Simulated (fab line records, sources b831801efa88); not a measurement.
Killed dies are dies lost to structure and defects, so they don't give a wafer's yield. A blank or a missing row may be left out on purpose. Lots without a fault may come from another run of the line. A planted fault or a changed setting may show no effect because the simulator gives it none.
Problem report in the 8D (eight disciplines) form, filled by code | flow sky130 | the parts of the form that need people (team, actions taken, sign-off) are left out

1. THE PROBLEM
chamber_pressure_pa at SKY_METAL2_SPUTTER_01 reads a mean of 0.2828 Pa on 6 wafers of 2 lots; wafers without a fault read 0.4000 Pa with a standard deviation of 0.00076. That is -99 or more standard deviations from the usual mean.
The step: material TiN, target thk 20 nm, time 16.7 s.
First seen on wafer L826.1, day 36 19:14, on pvd_sputter-04. The record holds 36 wafers of 12 lots with a number at this step. Rule for "out", or "out of limits": more than 4 standard deviations from the usual mean. The other wafers with a number count as sound.

2. WHAT IT IS AND WHAT IT IS NOT
question                    | is                                      | is not
which readings at this step | chamber_pressure_pa, throttle_valve_pct | -
which lots                  | L826, L828                              | L818, L820, L832, L833, L834, L835, L836, L837, L839, L841
which wafers of those lots  | all that have a number                  | -
read on which tools         | pvd_sputter-04                          | pvd_sputter-01, pvd_sputter-03
when                        | from day 36 19:14                       | up to then (6 sound wafers); but 24 sound wafers of L832, L833, L834, L835, L836, L837, L839, L841 came after

3. SUSPECTS, AND WHAT RULES EACH OUT
Counting: a tool at a process step up to the reading stays a suspect if it ran every lot that is out and no sound lot after the first of them.
- pvd_sputter-04 at SKY_METAL2_SPUTTER_01 (material TiN, target thk 20 nm, time 16.7 s): ruled out as a lasting fault. Sound lots L841 ran on it after its first lot that is out, L826 (day 36 19:14).
Left after counting: nothing in the record.

4. THE CAUSE (what the simulator had put in)
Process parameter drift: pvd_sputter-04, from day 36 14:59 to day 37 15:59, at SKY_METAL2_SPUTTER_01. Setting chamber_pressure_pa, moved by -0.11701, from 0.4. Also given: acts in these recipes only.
Counting ruled it out, wrongly.

5. THE CHAIN OF EFFECTS, in route order
Each row: a reading whose mean over the struck wafers that have a number lies more than 3 standard deviations from the usual. Only readings for which the record gives a usual standard deviation are gone through. hours: the time from each lot's start at the first step in this table that gives one to its start at this step, as a median over the lots. sigmas: the change in usual standard deviations.
hours | step                  | reading             | usual     | on struck wafers | change  | sigmas
0     | SKY_METAL2_SPUTTER_01 | chamber_pressure_pa | 0.4000 Pa | 0.2828           | -0.1172 | -99 or more
0     | SKY_METAL2_SPUTTER_01 | throttle_valve_pct  | 30.3 %    | 36.8             | +6.5    | +7.3
The process steps in it:
- SKY_METAL2_SPUTTER_01: material TiN, target thk 20 nm, time 16.7 s.

6. WHAT WOULD HAVE CAUGHT IT SOONER
In this record the first reading out of limits was taken at day 36 19:14, 4 hours after the fault began at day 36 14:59.
